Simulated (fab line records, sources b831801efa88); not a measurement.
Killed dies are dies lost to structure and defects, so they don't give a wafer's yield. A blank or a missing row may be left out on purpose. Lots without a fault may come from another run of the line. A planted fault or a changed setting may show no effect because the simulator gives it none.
Split-lot experiment | flow sky130 | 5 lots, 27 wafers read, on a route of 708 steps

THE SPLIT
At SKY_CONTACT_DEVELOP_13 (develop time 60 s), the setting develop_time_s was moved away from the recipe's 60 s on 12 of the 27 wafers read, by -19.4% to +59.3%. The other wafers ran this setting at the recipe's value.

The file shows no step between the split and the reading.

THE READING
cd_nm, in nm, at SKY_CONTACT_CD_MEAS_14 (target cd 170 nm). Fault-free wafers of this fab line usually give 170.6 nm, standard deviation 1.4 nm.

wafer  | tool, chamber at the split | develop_time_s as run, s | against the recipe | cd_nm, nm | against lot-mates on the recipe
L074.1 | litho_track-03, 0          | 91.28                    | +52.1%             | 178.5     | +7.2
L074.2 | litho_track-03, 0          | 91.28                    | +52.1%             | 180.2     | +8.9
L074.3 | litho_track-03, 0          | 91.28                    | +52.1%             | 177.7     | +6.4
L074.4 | litho_track-03, 0          | 60                       | recipe             | 171.4     | -
L074.5 | litho_track-03, 0          | 60                       | recipe             | 171.0     | -
L074.6 | litho_track-03, 0          | 60                       | recipe             | 171.4     | -
L075.1 | litho_track-01, 0          | 48.35                    | -19.4%             | 166.1     | -2.9
L075.2 | litho_track-01, 0          | 48.35                    | -19.4%             | 164.4     | -4.6
L075.3 | litho_track-01, 0          | 60                       | recipe             | 169.7     | -
L075.4 | litho_track-01, 0          | 48.35                    | -19.4%             | 165.1     | -3.9
L075.5 | litho_track-01, 0          | 60                       | recipe             | 168.7     | -
L075.6 | litho_track-01, 0          | 60                       | recipe             | 168.6     | -
L077.4 | litho_track-04, 0          | 60                       | recipe             | 171.9     | -
L077.5 | litho_track-04, 0          | 60                       | recipe             | 170.1     | -
L077.6 | litho_track-04, 0          | 60                       | recipe             | 169.7     | -
L079.1 | litho_track-01, 0          | 60                       | recipe             | 170.5     | -
L079.2 | litho_track-01, 0          | 95.57                    | +59.3%             | 179.7     | +9.0
L079.3 | litho_track-01, 0          | 60                       | recipe             | 171.8     | -
L079.4 | litho_track-01, 0          | 95.57                    | +59.3%             | 180.3     | +9.6
L079.5 | litho_track-01, 0          | 95.57                    | +59.3%             | 179.6     | +8.9
L079.6 | litho_track-01, 0          | 60                       | recipe             | 169.9     | -
L084.1 | litho_track-03, 0          | 92.34                    | +53.9%             | 178.1     | +9.2
L084.2 | litho_track-03, 0          | 60                       | recipe             | 169.7     | -
L084.3 | litho_track-03, 0          | 92.34                    | +53.9%             | 177.8     | +8.9
L084.4 | litho_track-03, 0          | 92.34                    | +53.9%             | 177.1     | +8.2
L084.5 | litho_track-03, 0          | 60                       | recipe             | 168.4     | -
L084.6 | litho_track-03, 0          | 60                       | recipe             | 168.6     | -

THE FIT
A straight line over all 27 wafers: cd_nm changes by +0.167 nm for each +1% of develop_time_s; r = +0.97; the points scatter about the line by 1.2 nm.
The same after taking each lot's own level away (the mean of its wafers on the recipe; 27 wafers): +0.158 nm for each +1%; r = +0.99; scatter 0.77 nm.
On that fit, the largest move of develop_time_s shifts the reading by 9.4 nm.
The lots' own levels span 168.90 to 171.27 nm, that is 1.7 times the standard deviation above.
So the lot-to-lot level changes the slope little: the two slopes agree.
Check: with one of the wafers moved furthest among these (+59.3%) left out of the fit, the line predicts +9.24 nm for it against its lot-mates. It came out at +8.97 nm against them.

OTHER SPLITS ON THESE WAFERS
These wafers also went through other splits before the reading. Each is held against what the fit with the lots' levels taken away leaves over:
other split on the same wafers           | wafers away from the commonest value | r with cd_nm (lot level and that fit taken away)
SKY_LOCAL_INTERCONNECT_SPUTTER_00 time_s | 9                                    | +0.00

THE WHOLE CHAIN: every reading that the file lists as answering this split, in the file's order
step                   | what it does                                                         | reading                                                        | change (the file's fit)               | r (the file's)
SKY_CONTACT_CD_MEAS_14 | target cd 170 nm                                                     | cd_nm                                                          | +0.156 nm for each +1% of the setting | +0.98
SKY_CONTACT_ETCH_16    | etches BARC in N2/H2, stops on SiO2, time 45.9 s, target depth 60 nm | CONTACT.cd_nm (the simulator's own value, which no gauge read) | +0.156 nm for each +1% of the setting | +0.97

THE FILE'S OWN FIT
cd_nm changes by +0.156 nm for each +1% of develop_time_s, r = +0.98.
